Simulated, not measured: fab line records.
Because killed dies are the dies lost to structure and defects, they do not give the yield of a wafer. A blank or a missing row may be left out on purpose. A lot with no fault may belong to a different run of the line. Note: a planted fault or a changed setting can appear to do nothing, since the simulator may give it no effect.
fab line records -- flow sky130
record: lots: 11, wafers: 33, last-day: 50
route steps=708 shown METAL4@599 METAL5@677 PASSIVATION@692 PAD_OPEN@708
lots that met no fault: taken from a fault-free run of the same line
start-h: the number of hours between the record's first day and the start of the first shown wafer of the lot -- wait-h: hours from the lot's prior step to this one -- " the same as in the row above -- L1.1+2: several wafers, shown together as one row -- - value missing, or start not given -- * or withheld: withheld -- < > ~ a bound
route shown NAME@n: a module of which the file shows steps, and the number in the route of the first -- usual: the fault-free wafers' mean and standard deviation -- same: alike in all rows -- chamber/n: place in a boat -- sites: readings site by site -- _std_site: standard deviation across them -- _edge_site: mean of outer sites minus mean of inner sites -- radius-mm: how far each site lies from the wafer's centre -- mask NAME#n: copy n -- behind: the tool/chamber that last shaped the wafer -- hold: the reason the lot was held/the length of the hold in hours/how it ended -- device: which transistor (n, p or np) failed to switch -- end of line: the same wafers' tests at the end of the route -- a step without rows: its recipe alone -- killed: dies lost to structure and defects at the first sort, not the wafer's yield -- map: per-die view of a wafer (x killed, . not killed, _ where there is no die)
set.NAME: the setting that was run; set.NAME@STEP: the one run at that earlier step -- model.NAME: the simulator's own value behind a step, which no gauge read
steps of the route over a sample of lots; a table a step, a row a wafer
services: the hour from which a tool's chamber was out of use, counted from the record's first day as start-h (under 0 if before that day), plus the number of hours and why
== steps ==
step: SKY_METAL4_SPUTTER_01
recipe: material: TiN, target-thk-nm: 20, power-w: 6500, time-s: 16.7, chamber-pressure-pa: 0.4
usual: throttle-valve-pct: 29.8/1.1
lot.wafer,tool,chamber,start-h,wait-h,throttle-valve-pct
L172.3,pvd-sputter-03,-,945.21,0.0,29.2
L172.4,pvd-sputter-03,-,945.21,0.0,31.9
L172.6,pvd-sputter-03,-,945.21,0.0,29.2
L174.1,pvd-sputter-03,-,961.89,0.0,28.8
L174.4,pvd-sputter-03,-,961.89,0.0,29.3
L174.5,pvd-sputter-03,-,961.89,0.0,31.7
L175.1,pvd-sputter-02,-,975.64,0.0,29.4
L175.4,pvd-sputter-02,-,975.64,0.0,28.9
L175.5,pvd-sputter-02,-,975.64,0.0,30.4
L176.4,pvd-sputter-02,-,976.04,0.0,28.7
L176.5,pvd-sputter-02,-,976.04,0.0,28.7
L176.6,pvd-sputter-02,-,976.04,0.0,30.3
L177.1,pvd-sputter-03,-,979.04,0.0,29.7
L177.2,pvd-sputter-03,-,979.04,0.0,31.9
L177.3,pvd-sputter-03,-,979.04,0.0,29.2
L178.1,pvd-sputter-03,-,981.74,0.0,31.9
L178.3,pvd-sputter-03,-,981.74,0.0,29.7
L178.6,pvd-sputter-03,-,981.74,0.0,31.9
L179.1,pvd-sputter-04,-,992.44,0.0,28.8
L179.2,pvd-sputter-04,-,992.44,0.0,30.1
L179.6,pvd-sputter-04,-,992.44,0.0,31.9
L183.1,pvd-sputter-03,-,1018.34,0.0,31.8
L183.2,pvd-sputter-03,-,1018.34,0.0,29.4
L183.6,pvd-sputter-03,-,1018.34,0.0,31.7
L184.2,pvd-sputter-03,-,1022.40,0.0,29.0
L184.3,pvd-sputter-03,-,1022.40,0.0,31.7
L184.5,pvd-sputter-03,-,1022.40,0.0,32.0
L188.2,pvd-sputter-02,-,1063.71,0.0,29.5
L188.3,pvd-sputter-02,-,1063.71,0.0,30.4
L188.5,pvd-sputter-02,-,1063.71,0.0,30.3
L192.1,pvd-sputter-02,-,1073.21,0.0,29.5
L192.4,pvd-sputter-02,-,1073.21,0.0,28.3
L192.5,pvd-sputter-02,-,1073.21,0.0,29.4
step: SKY_METAL5_STRIP_16
recipe: chemistry: O2/N2, power-w: 1400, pressure-mtorr: 1500, platen-temp-c: withheld, o2-flow-sccm: 3000, n2-flow-sccm: 300, overash-fraction: 0.5
usual: drypump-motor-current-A: 5.8/0.57, oes-product-au: 0.710/0.0042, strip-time-to-endpoint-s: 12.98/0.12
lot.wafer,tool,chamber,start-h,wait-h,drypump-motor-current-A,oes-product-au,rf-hours-counter-h,strip-time-to-endpoint-s
L172.3,plasma-asher-01,1,1042.96,0.1,6.3,0.716,-,12.87
L172.4,plasma-asher-01,0,1042.96,0.1,6.4,0.713,-,12.92
L172.6,plasma-asher-01,1,1042.96,0.1,6.3,0.704,-,12.95
L174.1,plasma-asher-02,1,1055.35,0.2,4.9,0.714,92,13.09
L174.4,plasma-asher-02,1,1055.35,0.2,4.9,0.712,-,13.15
L174.5,plasma-asher-02,0,1055.35,0.2,5.5,0.710,-,13.02
L175.1,plasma-asher-01,1,1069.95,0.2,6.3,0.711,0,13.10
L175.4,plasma-asher-01,0,1069.95,0.2,6.4,0.704,-,12.84
L175.5,plasma-asher-01,0,1069.95,0.2,6.4,0.714,-,12.87
L176.4,plasma-asher-04,0,1071.01,0.1,6.0,0.713,-,12.77
L176.5,plasma-asher-04,1,1071.01,0.1,5.5,0.707,-,12.88
L176.6,plasma-asher-04,0,1071.01,0.1,6.0,0.714,-,12.94
L177.1,plasma-asher-02,0,1074.32,0.2,5.5,0.707,94,12.83
L177.2,plasma-asher-02,1,1074.32,0.2,4.9,0.715,94,13.10
L177.3,plasma-asher-02,1,1074.32,0.2,4.9,0.700,-,13.06
L178.1,plasma-asher-04,0,1076.52,0.2,5.9,0.705,32,13.02
L178.3,plasma-asher-04,0,1076.52,0.2,6.0,0.708,-,12.97
L178.6,plasma-asher-04,0,1076.52,0.2,5.9,0.705,-,12.94
L179.1,plasma-asher-01,1,1084.98,0.2,6.3,0.709,2,13.24
L179.2,plasma-asher-01,0,1084.98,0.2,6.4,0.717,2,13.06
L179.6,plasma-asher-01,1,1084.98,0.2,6.3,0.717,-,13.24
L183.1,plasma-asher-02,0,1107.87,0.2,5.5,0.705,97,12.82
L183.2,plasma-asher-02,1,1107.87,0.2,4.9,0.705,97,12.78
L183.6,plasma-asher-02,1,1107.87,0.2,4.9,0.708,-,12.81
L184.2,plasma-asher-02,0,1112.08,0.2,5.4,0.709,98,12.90
L184.3,plasma-asher-02,1,1112.08,0.2,4.9,0.710,-,13.05
L184.5,plasma-asher-02,0,1112.08,0.2,5.5,0.709,-,12.85
L188.2,plasma-asher-04,0,1148.60,0.2,6.0,0.711,36,12.81
L188.3,plasma-asher-04,0,1148.60,0.2,6.0,0.708,-,12.93
L188.5,plasma-asher-04,1,1148.60,0.2,5.6,0.709,-,12.83
L192.1,plasma-asher-02,0,1156.12,0.2,5.5,0.714,102,12.94
L192.4,plasma-asher-02,1,1156.12,0.2,4.9,0.704,-,13.06
L192.5,plasma-asher-02,0,1156.12,0.2,5.5,0.712,-,12.90
step: SKY_PASSIVATION_ETCH_11
recipe: chemistry: CF4/O2, target-depth-nm: 725, stop-on: AlCu, source-w: 800, bias-w: 150, pressure-mtorr: 150, cf4-flow-sccm: 80, O2_flow_sccm: 10, time-s: 161.1
usual: drypump-motor-current-A: 5.9/0.3, oes-product-au: 0.977/0.0081, throttle-valve-pct: 5.964/0.0084
lot.wafer,tool,chamber,start-h,wait-h,drypump-motor-current-A,oes-product-au,rf-hours-counter-h,throttle-valve-pct
L172.3,rie-diel-04,2,1065.08,-,5.9,0.973,14,5.980
L172.4,rie-diel-04,3,1065.08,-,5.4,0.992,16,5.960
L172.6,rie-diel-04,0,1065.08,-,5.5,0.969,-,5.968
L174.1,rie-diel-01,2,1077.08,-,5.6,0.970,21,5.966
L174.4,rie-diel-01,0,1077.08,-,5.6,0.977,16,5.952
L174.5,rie-diel-01,3,1077.08,-,6.2,0.985,-,5.949
L175.1,rie-diel-01,0,1092.00,-,5.7,0.979,16,5.973
L175.4,rie-diel-01,2,1092.00,-,5.6,0.974,22,5.964
L175.5,rie-diel-01,1,1092.00,-,6.2,0.976,-,5.972
L176.4,rie-diel-04,2,1092.65,-,5.9,0.979,15,5.970
L176.5,rie-diel-04,1,1092.65,-,5.9,0.979,-,5.969
L176.6,rie-diel-04,0,1092.65,-,5.5,0.981,-,5.972
L177.1,rie-diel-01,3,1095.83,-,6.2,0.975,16,5.967
L177.2,rie-diel-01,2,1095.83,-,5.6,0.987,22,5.961
L177.3,rie-diel-01,0,1095.83,-,5.6,0.978,17,5.962
L178.1,rie-diel-04,0,1098.13,-,5.5,0.968,8,5.977
L178.3,rie-diel-04,2,1098.13,-,5.9,0.982,15,5.965
L178.6,rie-diel-04,2,1098.13,-,5.9,0.982,-,5.963
L179.1,rie-diel-01,3,1105.74,-,6.2,0.971,16,5.967
L179.2,rie-diel-01,2,1105.74,-,5.6,0.980,23,5.959
L179.6,rie-diel-01,3,1105.74,-,6.2,0.975,-,5.972
L183.1,rie-diel-01,0,1128.59,-,5.7,0.977,18,5.963
L183.2,rie-diel-01,2,1128.59,-,5.5,0.975,24,5.966
L183.6,rie-diel-01,1,1128.59,-,6.2,0.970,-,5.950
L184.2,rie-diel-01,0,1131.44,-,5.7,0.968,18,5.982
L184.3,rie-diel-01,3,1131.44,-,6.2,0.966,18,5.954
L184.5,rie-diel-01,2,1131.44,-,5.6,0.969,-,5.976
L188.2,rie-diel-04,0,1166.44,-,5.5,0.984,10,5.972
L188.3,rie-diel-04,2,1166.44,-,5.9,0.969,17,5.962
L188.5,rie-diel-04,2,1166.44,-,5.9,0.989,-,5.966
L192.1,rie-diel-04,3,1173.94,-,5.3,0.975,20,5.961
L192.4,rie-diel-04,1,1173.94,-,5.9,0.980,22,5.970
L192.5,rie-diel-04,2,1173.94,-,5.9,0.982,-,5.966
step: SKY_PASSIVATION_STRIP_12
recipe: chemistry: O2/N2, power-w: 1400, pressure-mtorr: 1500, platen-temp-c: withheld, overash-fraction: 0.7, o2-flow-sccm: 3000, n2-flow-sccm: 300
usual: drypump-motor-current-A: 6.09/0.28, oes-product-au: 0.660/0.0048, strip-time-to-endpoint-s: 31.51/0.16
lot.wafer,tool,chamber,start-h,wait-h,drypump-motor-current-A,oes-product-au,rf-hours-counter-h,strip-time-to-endpoint-s
L172.3,plasma-asher-04,0,1065.22,0.1,5.95,0.668,-,31.51
L172.4,plasma-asher-04,1,1065.22,0.1,5.56,0.650,-,31.59
L172.6,plasma-asher-04,0,1065.22,0.1,5.92,0.661,-,31.69
L174.1,plasma-asher-03,0,1077.19,0.1,5.90,0.662,67,31.38
L174.4,plasma-asher-03,1,1077.19,0.1,6.17,0.655,-,31.40
L174.5,plasma-asher-03,0,1077.19,0.1,5.89,0.657,-,31.34
L175.1,plasma-asher-03,1,1092.11,0.1,6.15,0.660,68,31.59
L175.4,plasma-asher-03,1,1092.11,0.1,6.15,0.663,-,31.59
L175.5,plasma-asher-03,0,1092.11,0.1,5.91,0.665,-,31.73
L176.4,plasma-asher-03,1,1092.79,0.1,6.20,0.658,-,31.54
L176.5,plasma-asher-03,0,1092.79,0.1,5.90,0.662,-,31.44
L176.6,plasma-asher-03,1,1092.79,0.1,6.18,0.664,-,31.63
L177.1,plasma-asher-03,0,1095.94,0.1,5.88,0.661,69,31.63
L177.2,plasma-asher-03,1,1095.94,0.1,6.16,0.662,69,31.54
L177.3,plasma-asher-03,1,1095.94,0.1,6.18,0.662,-,31.72
L178.1,plasma-asher-01,0,1098.24,0.1,6.43,0.655,4,31.67
L178.3,plasma-asher-01,0,1098.24,0.1,6.43,0.657,-,31.39
L178.6,plasma-asher-01,0,1098.24,0.1,6.45,0.666,-,31.32
L179.1,plasma-asher-03,0,1105.84,0.1,5.89,0.654,70,31.42
L179.2,plasma-asher-03,1,1105.84,0.1,6.18,0.662,70,31.24
L179.6,plasma-asher-03,0,1105.84,0.1,5.91,0.662,-,31.32
L183.1,plasma-asher-04,0,1128.69,0.1,5.93,0.653,34,31.61
L183.2,plasma-asher-04,1,1128.69,0.1,5.56,0.662,34,31.74
L183.6,plasma-asher-04,0,1128.69,0.1,5.96,0.642,-,31.90
L184.2,plasma-asher-03,1,1131.54,0.1,6.14,0.658,73,31.45
L184.3,plasma-asher-03,1,1131.54,0.1,6.15,0.659,-,31.70
L184.5,plasma-asher-03,1,1131.54,0.1,6.16,0.658,-,31.57
L188.2,plasma-asher-03,1,1166.54,0.1,6.17,0.662,76,31.62
L188.3,plasma-asher-03,1,1166.54,0.1,6.15,0.656,-,31.23
L188.5,plasma-asher-03,1,1166.54,0.1,6.14,0.662,-,31.41
L192.1,plasma-asher-03,0,1174.04,0.1,5.88,0.662,77,31.38
L192.4,plasma-asher-03,0,1174.04,0.1,5.89,0.665,-,31.19
L192.5,plasma-asher-03,1,1174.04,0.1,6.16,0.662,-,31.18
step: SKY_PAD_OPEN_PROBE_99
usual: defect-limited-yield: 82.3/2, killed_at_M0_to_M3: 44/7.8, killed_at_M4_up: 2.9/1.7, killed-at-contacts: 24/5.4, killed-at-front-end: 15/4.5, killed-at-other: 0.3/0.55, killed-dies: 87/10, killed-open: 48/7.4, killed-short: 39/5.9, sort_bin_3_pad_short: 0.9/0.42, sort_bin_5_function: 10.4/1.5, sort_bin_6_memory: 6.4/1.2, sort-n-pass: 405/10, sort-yield-pct: 82.3/2
same: gross-dies: 492, killed-at-back-side: 0, sort_bin_4_leakage[%]: 0, sort_bin_8_speed[%]: 0
lot.wafer,tool,chamber,start-h,wait-h,defect-limited-yield[%],killed_at_M0_to_M3,killed_at_M4_up,killed-at-contacts,killed-at-front-end,killed-at-other,killed-dies,killed-open,killed-short,sort_bin_3_pad_short[%],sort_bin_5_function[%],sort_bin_6_memory[%],sort-n-pass,sort-yield-pct[%]
L175.1,prober-01,-,1114.47,0.1,82.7,33,2,31,19,0,85,46,39,0.6,11.4,5.3,407,82.7
L175.4,prober-01,-,1114.62,0.2,85.2,32,5,25,11,0,73,39,34,0.6,7.9,6.3,419,85.2
L175.5,prober-01,-,1114.67,0.2,84.3,30,3,31,13,0,77,41,36,0.4,10.8,4.5,415,84.3
L177.1,prober-01,-,1118.89,0.1,81.3,41,1,33,16,1,92,52,40,1.4,10.0,7.3,400,81.3
L177.2,prober-01,-,1118.94,0.1,83.7,48,4,19,9,0,80,40,40,1.2,8.5,6.5,412,83.7
L177.3,prober-01,-,1118.99,0.2,82.5,45,4,21,16,0,86,48,38,1.2,10.2,6.1,406,82.5
L178.1,prober-01,-,1121.07,0.1,79.5,58,4,26,13,0,101,63,38,1.0,14.4,5.1,391,79.5
L178.3,prober-01,-,1121.17,0.2,81.5,60,4,18,9,0,91,52,39,0.8,11.4,6.3,401,81.5
L178.6,prober-01,-,1121.32,0.2,78.0,54,3,28,21,2,108,55,53,1.2,12.8,7.9,384,78.0
L183.1,prober-02,-,1148.85,0.1,74.4,38,45,30,13,0,126,49,35,2.2,17.3,6.1,366,74.4
L183.2,prober-02,-,1148.90,0.1,77.8,44,5,36,24,0,109,50,59,1.4,13.6,7.1,383,77.8
L183.6,prober-02,-,1149.10,0.2,76.8,35,41,20,18,0,114,39,34,2.4,13.2,7.5,378,76.8
L184.2,prober-01,-,1152.37,0.1,84.3,39,1,23,14,0,77,39,38,0.2,9.1,6.3,415,84.3
L184.3,prober-01,-,1152.42,0.2,77.8,35,36,25,12,1,109,32,43,2.4,14.4,5.3,383,77.8
L184.5,prober-01,-,1152.52,0.2,77.4,40,44,18,9,0,111,42,27,2.2,13.0,7.3,381,77.4
killed by level:class
L175.1 CONTACT:geometric-particle:open=15 CONTACT:geometric-particle:short=7 VIA2:geometric-particle:open=7 POLY_GATE:geometric-particle:open=6 METAL1:geometric-particle:short=6 VIA1:geometric-particle:short=6 POLY_GATE:geometric-particle:short=4 LI_CONTACT:geometric-particle:open=4
L175.4 CONTACT:geometric-particle:open=10 VIA1:geometric-particle:open=8 VIA2:geometric-particle:open=7 LOCAL_INTERCONNECT:geometric-particle:short=5 CONTACT:geometric-particle:short=5 FIELD_ISO:geometric-particle:short=4 METAL2:geometric-particle:short=4 LI_CONTACT:geometric-particle:open=3
L175.5 CONTACT:geometric-particle:open=12 CONTACT:geometric-particle:short=9 VIA1:geometric-particle:open=9 FIELD_ISO:geometric-particle:open=8 METAL1:geometric-particle:short=6 LI_CONTACT:geometric-particle:short=4 LI_CONTACT:geometric-particle:open=4 METAL2:geometric-particle:short=4
L177.1 CONTACT:geometric-particle:short=12 METAL2:geometric-particle:short=9 FIELD_ISO:geometric-particle:open=8 LI_CONTACT:geometric-particle:open=8 CONTACT:geometric-particle:open=8 VIA1:geometric-particle:open=7 VIA3:geometric-particle:open=6 VIA2:geometric-particle:open=4
L177.2 METAL2:geometric-particle:short=11 VIA2:geometric-particle:open=9 METAL1:geometric-particle:short=8 CONTACT:geometric-particle:open=7 CONTACT:geometric-particle:short=6 LI_CONTACT:geometric-particle:open=5 VIA1:geometric-particle:open=4 METAL2:geometric-particle:open=4
L177.3 VIA1:geometric-particle:open=14 LI_CONTACT:geometric-particle:open=9 VIA1:geometric-particle:short=8 FIELD_ISO:geometric-particle:short=7 VIA2:geometric-particle:open=7 CONTACT:geometric-particle:open=6 METAL1:geometric-particle:short=6 LOCAL_INTERCONNECT:geometric-particle:short=3
L178.1 CONTACT:geometric-particle:open=12 VIA1:geometric-particle:open=11 VIA3:geometric-particle:open=10 VIA2:geometric-particle:open=8 CONTACT:geometric-particle:short=5 METAL2:geometric-particle:short=5 FIELD_ISO:geometric-particle:open=4 METAL1:geometric-particle:open=4
L178.3 VIA1:geometric-particle:open=11 VIA3:geometric-particle:open=9 METAL2:geometric-particle:short=8 VIA2:geometric-particle:open=8 LI_CONTACT:geometric-particle:open=7 CONTACT:geometric-particle:open=7 METAL1:geometric-particle:short=6 VIA1:geometric-particle:short=4
L178.6 VIA1:geometric-particle:open=11 CONTACT:geometric-particle:open=8 VIA3:geometric-particle:open=8 LI_CONTACT:geometric-particle:open=7 FIELD_ISO:geometric-particle:short=6 CONTACT:geometric-particle:short=6 METAL1:geometric-particle:short=6 VIA1:geometric-particle:short=6
L183.1 METAL4:unspecified=42 LI_CONTACT:geometric-particle:open=13 VIA1:geometric-particle:open=8 VIA1:geometric-particle:short=7 CONTACT:geometric-particle:short=6 VIA2:geometric-particle:open=6 CONTACT:geometric-particle:open=6 FIELD_ISO:geometric-particle:short=5
L183.2 CONTACT:geometric-particle:open=11 VIA2:geometric-particle:short=9 VIA1:geometric-particle:open=9 LOCAL_INTERCONNECT:geometric-particle:short=8 FIELD_ISO:geometric-particle:short=7 FIELD_ISO:geometric-particle:open=7 LI_CONTACT:geometric-particle:open=7 VIA2:geometric-particle:open=6
L183.6 METAL4:unspecified=41 VIA2:geometric-particle:open=7 LI_CONTACT:geometric-particle:open=6 FIELD_ISO:geometric-particle:open=5 POLY_GATE:geometric-particle:open=5 LOCAL_INTERCONNECT:geometric-particle:short=5 VIA1:geometric-particle:open=5 FIELD_ISO:geometric-particle:short=4
L184.2 VIA1:geometric-particle:open=10 LI_CONTACT:geometric-particle:open=7 CONTACT:geometric-particle:open=6 VIA2:geometric-particle:short=6 VIA3:geometric-particle:open=6 FIELD_ISO:geometric-particle:short=5 CONTACT:geometric-particle:short=4 METAL1:geometric-particle:short=4
L184.3 METAL4:unspecified=34 CONTACT:geometric-particle:open=8 LI_CONTACT:geometric-particle:open=6 VIA2:geometric-particle:open=6 VIA1:geometric-particle:short=6 VIA1:geometric-particle:open=6 VIA2:geometric-particle:short=6 FIELD_ISO:geometric-particle:short=5
L184.5 METAL4:unspecified=42 VIA1:geometric-particle:open=10 CONTACT:geometric-particle:open=8 METAL1:geometric-particle:short=7 VIA2:geometric-particle:open=7 LI_CONTACT:geometric-particle:open=6 METAL1:geometric-particle:open=4 VIA3:geometric-particle:open=3
== services ==
tool,chamber,start-h,hours,kind
rie-diel-01,1,936.36,6.8,repair
rie-diel-01,0,936.99,10.5,repair
rie-diel-01,-,947.55,1.0,repair
pvd-sputter-03,-,965.85,3.1,repair
plasma-asher-03,-,966.84,2.2,repair
rie-diel-01,0,984.41,1.3,repair
pvd-sputter-04,-,995.89,2.4,repair
pvd-sputter-03,-,998.68,1.3,repair
rie-diel-01,-,1002.27,4.0,pm
rie-diel-04,1,1018.23,3.6,repair
pvd-sputter-02,-,1020.01,3.4,repair
pvd-sputter-03,3,1030.98,-,consumable-replace:kit
pvd-sputter-03,3,1030.98,18.0,scheduled-down
pvd-sputter-03,3,1030.98,18.0,vent-cycle
pvd-sputter-03,-,1050.67,1.0,repair
plasma-asher-01,-,1055.25,9.0,pm
rie-diel-01,2,1064.25,1.5,repair
rie-diel-04,-,1078.43,0.2,repair
pvd-sputter-02,-,1085.32,1.9,repair
plasma-asher-04,-,1087.52,13.0,repair
plasma-asher-04,-,1102.71,15.6,pm
plasma-asher-02,-,1121.12,0.7,repair
rie-diel-04,-,1143.77,0.3,repair
plasma-asher-02,-,1173.40,1.0,repair
== key ==
first-sign: step: SKY_PAD_OPEN_PROBE_99, reading: killed_at_M4_up, direction: up, sigmas: 22, usual: 2.9, struck: 41.5
effect: step: SKY_PAD_OPEN_PROBE_99, reading: sort_bin_3_pad_short, direction: up, sigmas: 3.5, usual: 0.9, struck: 2.3
met-at SKY_METAL4_SPUTTER_01
struck-lots L183,L184
struck-wafers L183.1,L183.6,L184.3,L184.5
not-acting-at SKY_METAL5_STRIP_16,SKY_PASSIVATION_ETCH_11,SKY_PASSIVATION_STRIP_12
onset-between 981.74 1018.34
fault: kind: chamber-particle-source, tool: pvd-sputter-03, chamber: -, onset-h: 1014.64, steps: SKY_METAL4_SPUTTER_01, rate-per-visit-cm2: 0.43588, end-h: 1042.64, scope: struck-wafers-only
